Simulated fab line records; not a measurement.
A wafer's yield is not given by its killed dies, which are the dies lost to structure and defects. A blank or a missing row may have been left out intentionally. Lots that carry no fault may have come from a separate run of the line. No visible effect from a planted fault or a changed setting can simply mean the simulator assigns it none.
What tool caused it?	flow gf180mcu	route of 602 steps, sampled at 1 step: 6 lots, 18 wafers

WHAT EACH GAUGE READ, for each wafer
GF_CONTACT_OVL_MEAS_15.
lot	measured	on	CONTACT_OVL (nm)
L565	day 16 07:13	overlay-01	5 1 -5
L571	day 18 23:24	overlay-01	2 1 -11
L573	day 19 08:08	overlay-02	8 3 -2
L580	day 21 23:08	overlay-02	-3 0 -1
L582	day 22 17:00	overlay-02	-1 -1 0
L585	day 23 18:20	overlay-02	8 4 14

EACH LOT AND THE TOOL THAT RAN IT (in order: tool; ch and the chambers of the sampled wafers; start)
The record holds no process step before these readings.

THE ANSWER, worked out from the rows above alone
Rule: what is usual is taken from the lots themselves. The widest of any qualifying gaps counts: lots, ordered by their means at a reading, are off when they make up no more than a third of the lots, leave a main group of 4 or more, and stand apart from it by 3 or more times the standard deviation of that group's means. A main group whose means are all the same, to the digits that the tables above print for the reading, isn't used. Also off: a lot with no number at a reading for which 4 or more lots have one. The other lots that the step has rows for count as sound.
No lot is off on any of the readings shown, so nothing can be concluded from this.

WHAT THE SIMULATOR HAD PUT IN
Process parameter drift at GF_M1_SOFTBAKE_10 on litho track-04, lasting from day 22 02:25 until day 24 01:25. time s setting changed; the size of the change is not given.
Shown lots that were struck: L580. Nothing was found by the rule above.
